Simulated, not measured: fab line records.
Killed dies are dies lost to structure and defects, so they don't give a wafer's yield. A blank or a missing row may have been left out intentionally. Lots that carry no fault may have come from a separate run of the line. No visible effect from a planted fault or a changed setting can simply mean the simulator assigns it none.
A single fault, viewed from 2 desks / flow sfqLine / each desk holds nothing but its own numbers, with what lay behind them at the end

== AT THE METROLOGY DESK ==
Lot by lot, what the gauges showed, no matter which tool ran the lot: averages of those sampled wafers that carry a number. A lot is out of limits, marked OUT, if its mean lies more than 4 standard deviations from the usual mean; the brackets give that distance.
Columns: A = I5_OVL at SFQ_I5_OVL_MEAS_936, usual 4 nm; B = C5_OVL at SFQ_C5_OVL_MEAS_937, usual -2 nm
lot=L308; first seen here=day 71 06:34; A=6; B=1
lot=L309; first seen here=day 71 07:46; A=5; B=-0
lot=L311; first seen here=day 71 21:08; A=5; B=-7
lot=L312; first seen here=day 71 22:19; A=8; B=4
lot=L314; first seen here=day 72 01:55; A=6; B=3
lot=L318; first seen here=day 75 23:47; A=0; B=-2
Finding of this desk: none of the 6 lots has anything out of limits.

== AT THE TOOL OWNER'S DESK: rieDiel-02 ==
The tool's own readings at SFQ_TRILAYER_C5_BARC_OPEN_VIA_ETCH_210 (etches BARC in O2, target depth 125 nm, time 41.7 s): means of the sampled wafers that have a number, for each lot that ran on this tool. A lot is out of limits, marked OUT, if its mean lies more than 4 standard deviations from the usual mean; the brackets give that distance.
Columns: A = chamberPressureMTorr at SFQ_TRILAYER_C5_BARC_OPEN_VIA_ETCH_210, usual 29.999 mTorr; B = drypumpMotorCurrentA at SFQ_TRILAYER_C5_BARC_OPEN_VIA_ETCH_210, usual 5.9 A; C = oesProductAu at SFQ_TRILAYER_C5_BARC_OPEN_VIA_ETCH_210, usual 0.685 a.u.
lot=L309; first seen here=day 75 16:35; A=30.026; B=5.9; C=0.687
lot=L312; first seen here=day 76 03:23; A=29.997; B=5.7; C=0.686
lot=L314; first seen here=day 76 09:23; A=30.009; B=5.9; C=0.687
Finding of this desk: none of the 3 lots has anything out of limits.

== TAKEN TOGETHER ==
Nothing out of limits was seen by the metrology desk.
The desk of the tool owner found nothing out of limits.

== WHAT HAD BEEN PUT IN BY THE SIMULATOR ==
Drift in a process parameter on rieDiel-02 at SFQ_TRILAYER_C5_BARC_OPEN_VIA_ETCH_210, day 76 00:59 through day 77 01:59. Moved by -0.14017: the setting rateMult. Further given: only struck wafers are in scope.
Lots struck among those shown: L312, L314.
